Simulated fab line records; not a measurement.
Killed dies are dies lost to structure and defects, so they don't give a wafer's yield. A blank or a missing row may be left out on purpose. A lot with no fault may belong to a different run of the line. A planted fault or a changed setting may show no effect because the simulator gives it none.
Chamber matching -- flow sfq-line -- SFQ_TRILAYER_I2_CMP_CMP_064 on cmp-01: 4 sister chambers
The step polishes SiO2. 16 wafers are shown with their chamber, then 8 later ones without.

WAFERS WITH THEIR CHAMBER
wafer,chamber,motor-current-A (A),time-to-endpoint-s (s),slurry-flow-ml-min
L318.3,0,10.3,222,150.2
L318.4,1,9.6,209,149.8
L318.5,3,10.3,223,149.6
L320.1,2,10.8,214,150.1
L320.2,1,10.0,211,150.5
L320.4,0,10.6,226,149.8
L327.2,2,10.5,220,149.6
L327.1,0,10.3,219,150.3
L327.5,3,10.3,217,150.6
L330.2,2,10.8,210,149.7
L330.5,1,10.2,215,149.9
L330.6,0,9.9,221,150.1
L331.1,3,10.2,224,150.5
L331.4,2,10.4,227,149.9
L331.6,2,10.8,211,149.2
L337.2,2,11.2,214,150.2

SIGNATURES, as means of the wafers listed above
reading,chamber 0,chamber 1,chamber 2,chamber 3,scatter within a chamber
motor-current-A,10.275,9.933,10.750,10.267,0.264
time-to-endpoint-s,222.00,211.67,216.00,221.33,4.82
slurry-flow-ml-min,150.100,150.067,149.783,150.233,0.377
Rule: a wafer's distance from a chamber is the root of the sum, over the readings, of the square of ((its reading less the chamber's mean) divided by the reading's scatter). The wafer belongs to the nearest chamber; if the next one is less than 2 further off, it can't be placed. The scatter is the square root of a quotient: the sum, over the shown wafers, of each reading's squared deviation from its chamber's mean, divided by wafers minus chambers.

WAFERS MISSING THEIR CHAMBER
wafer,motor-current-A (A),time-to-endpoint-s (s),slurry-flow-ml-min
L337.3,10.6,215,150.9
L337.5,10.2,217,150.0
L338.3,10.9,211,149.8
L338.4,10.7,223,149.8
L338.5,10.4,230,149.7
L340.2,10.8,216,149.8
L340.3,10.9,201,150.7
L340.6,10.9,221,150.4

WHICH CHAMBER EACH ONE RAN IN
wafer,from the rows above,in truth
L337.3,can't be placed: 3 or 0 or 2 or 1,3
L337.5,can't be placed: 0 or 3 or 1 or 2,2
L338.3,2,2
L338.4,can't be placed: 2 or 0 or 3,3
L338.5,can't be placed: 0 or 3 or 2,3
L340.2,2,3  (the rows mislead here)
L340.3,can't be placed: 2 or 1 or 3 or 0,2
L340.6,can't be placed: 2 or 3 or 0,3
Correctly placed: 1 of 8. From these rows, 6 cannot be placed; in 6 the true chamber is one of the candidates. Number placed wrongly: 1.
